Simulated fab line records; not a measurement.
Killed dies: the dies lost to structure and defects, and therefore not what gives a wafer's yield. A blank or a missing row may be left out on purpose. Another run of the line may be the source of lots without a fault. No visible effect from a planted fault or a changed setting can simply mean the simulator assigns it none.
A struck lot beside a sound one / flow sky130 / 14 steps out of a route of 708
Sound: wafers L512.1, L512.4, L512.5. The struck wafers were L527.1, L527.5, L527.6. The cause comes at the end.
For every step that has rows: the tool of each side, followed by ch and its chambers, followed by its first start. Under that, the readings that differ: sound wafers / struck wafers / difference of the means / sigmas: that difference in standard deviations of wafers without a fault.
alike: readings whose means differ by less than 2 such deviations, and words and numbers that are the same on both sides. not compared: withheld readings, readings that some wafer has no value for, bounds like >300 that may hide the same value, and numbers for which the record gives no deviation and whose values overlap.
The two part at a step that has a row with sigmas, a row that says differs or no value, or rows on one side only. When numbers do not overlap yet have no deviation, they are printed without sigmas and do not part them. A reading that every wafer of one side lacks parts them only if that side has two wafers or more.

SKY_POLY_GATE_ETCH_15: etches BARC in N2/H2, stops on SiO2, time 118.5 s, target depth 110 nm.
  sound on rie diel-03 ch 0,1, day 16 23:19; struck on rie diel-01 ch 1,2, day 22 09:08
  alike: drypump motor current A, oes product au, throttle valve pct
  not compared: rf hours counter h
SKY_POLY_GATE_ETCH_16: etches Si3N4 in CH3F/O2, stops on poly-Si, time 147.5 s, target depth 75 nm.
  sound on rie diel-03 ch 0,1, day 16 23:24; struck on rie diel-01 ch 1,2, day 22 09:13
  alike: ch3f flow sccm, drypump motor current A, oes product au, throttle valve pct
  not compared: rf hours counter h
SKY_POLY_GATE_ETCH_17: etches poly-Si in HBr/Cl2, stops on SiO2, target depth 180 nm, time 70.5 s.
  sound on rie si-01 ch 0,2,3, day 16 23:29; struck on rie si-02 ch 0,1,3, day 22 09:19
  alike: drypump motor current A, he backside leak sccm, oes product au, throttle valve pct
  not compared: rf hours counter h
SKY_POLY_GATE_STRIP_18: strips in O2/N2.
  sound on plasma asher-02 ch 0, day 16 23:33; struck on plasma asher-02 ch 0,1, day 22 09:23
  alike: drypump motor current A, oes product au, strip time to endpoint s
  not compared: rf hours counter h
then, 2 steps without rows for these wafers: SKY_POLY_GATE_CLEAN_19 (cleans in SC1/SC2, time 150 s); SKY_POLY_GATE_OXIDATION_20 (stabilise 600 s, purge 300 s, target thk 4 nm).
SKY_POLY_GATE_THK_MEAS_21:
  sound on film metro-01 at day 17 02:41; struck on film metro-03 at day 22 10:47
reading=POLY_GATE_OXIDATION_THK (nm); sound=4.17 4.25 4.11; struck=4.00 4.02 4.00; difference=-0.17; sigmas=-2
SKY_POLY_GATE_CD_MEAS_22:
  sound on cd sem-01 at day 17 02:44; struck on cd sem-02 at day 22 10:50
  alike: cd nm
then, 4 steps without rows for these wafers: SKY_LDD_N_DEHYDRATE_00 (time 60 s); SKY_LDD_N_HMDS_01 (prime time 60 s); SKY_LDD_N_COAT_02 (resist thk 300 nm); SKY_LDD_N_SOFTBAKE_03 (time 60 s).
SKY_LDD_N_EXPOSE_04: exposes mask NTM, target cd 840 nm.
  sound on iline stepper-01 ch 0, day 17 16:56; struck on iline stepper-01 ch 0, day 23 01:52
reading=mask; sound=NTM#0 NTM#0 NTM#0; struck=NTM_R1#0 NTM_R1#0 NTM_R1#0; difference=differs; sigmas=
next, for these wafers, 1 step has no rows: SKY_LDD_N_PEB_05.

## WHERE THEY PART
Earliest at SKY_POLY_GATE_THK_MEAS_21; latest, in this record, at SKY_LDD_N_EXPOSE_04.

WHY: what the simulator had put in
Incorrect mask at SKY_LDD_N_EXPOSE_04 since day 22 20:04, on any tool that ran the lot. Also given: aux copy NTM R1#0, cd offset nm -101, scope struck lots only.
